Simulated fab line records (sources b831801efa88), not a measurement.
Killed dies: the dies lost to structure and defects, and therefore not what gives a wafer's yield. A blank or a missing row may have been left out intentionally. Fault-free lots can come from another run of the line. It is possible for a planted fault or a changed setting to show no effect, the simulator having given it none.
A struck lot beside a sound one / flow sky130 / 14 out of 708 route steps
Sound: wafers L366.1, L366.4, L366.5. Wafers L378.2, L378.3, L378.5 were the ones struck. Last of all comes the cause.
At each step with rows: each side's tool, then ch and its chambers, then its first start. Under that, the readings that differ: sound wafers / struck wafers / difference of the means / sigmas: that difference in standard deviations of wafers without a fault.
alike: readings whose means differ by less than 2 such deviations, and words and numbers that are the same on both sides. not compared: withheld readings, readings that some wafer has no value for, bounds like >300 that may hide the same value, and numbers for which the record gives no deviation and whose values overlap.
A row with sigmas, a row that says differs or no value, or rows on one side alone: a step with any of these is where the two part. Numbers that have no deviation but don't overlap get no sigmas and don't part them. A reading that every wafer of one side lacks parts them only if that side has two wafers or more.

first, 3 steps without rows for these wafers: SKY_POLY_CUT_EXPOSE_05 (exposes mask NPCM, target cd 270 nm); SKY_POLY_CUT_PEB_06; SKY_POLY_CUT_DEVELOP_07 (develop time 60 s).
SKY_POLY_CUT_CD_MEAS_08: target cd 270 nm.
  sound on cd-sem-01, day 27 17:11; struck on cd-sem-01, day 31 20:29
  alike: cd-nm
SKY_POLY_CUT_OVL_MEAS_09:
  sound on overlay-01, day 27 17:18; struck on overlay-02, day 31 20:35
  alike: POLY_CUT_OVL
SKY_POLY_CUT_ETCH_10: etches BARC in N2/H2, stops on SiO2, time 45.9 s, target depth 60 nm.
  sound on rie-diel-01 ch 1,2,3, day 27 17:20; struck on rie-diel-01 ch 2,3, day 31 20:37
  alike: drypump-motor-current-A, oes-product-au, throttle-valve-pct
  not compared: rf-hours-counter-h
SKY_POLY_CUT_ETCH_11: etches Si3N4 in CF4/CH2F2/Ar, stops on poly-Si, time 42.5 s, target depth 60 nm.
  sound on rie-diel-01 ch 1,2,3, day 27 17:23; struck on rie-diel-01 ch 2,3, day 31 20:40
  alike: drypump-motor-current-A, oes-product-au, throttle-valve-pct
  not compared: rf-hours-counter-h
SKY_POLY_CUT_STRIP_12: strips in O2/N2.
  sound on plasma-asher-04 ch 0,1, day 27 17:25; struck on plasma-asher-04 ch 0,1, day 31 20:42
  alike: drypump-motor-current-A, oes-product-au, strip-time-to-endpoint-s
  not compared: rf-hours-counter-h
then, 4 steps without rows for these wafers: SKY_SD_P_DEHYDRATE_00 (time 60 s); SKY_SD_P_HMDS_01 (prime time 60 s); SKY_SD_P_COAT_02 (resist thk 1140 nm); SKY_SD_P_SOFTBAKE_03 (time 60 s).
SKY_SD_P_EXPOSE_04: exposes mask PSDM, target cd 380 nm.
  struck on iline-stepper-02, day 32 10:12; sound on iline-stepper-01 ch 0, day 28 08:10
  no value came back on the struck wafers for exposure-dose-mJ-cm2, focus-offset-nm (nm), sigma-outer; on the sound wafers exposure-dose-mJ-cm2 reads 138.01 138.10 138.09
  alike: mask
then, 1 step without rows for these wafers: SKY_SD_P_PEB_05.

## WHERE THEY PART
At SKY_SD_P_EXPOSE_04 and nowhere else, as far as this record goes.

WHY: the cause the simulator had injected
Step skipped in full: iline-stepper-02, at SKY_SD_P_EXPOSE_04, from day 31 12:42 onward. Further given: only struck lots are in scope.
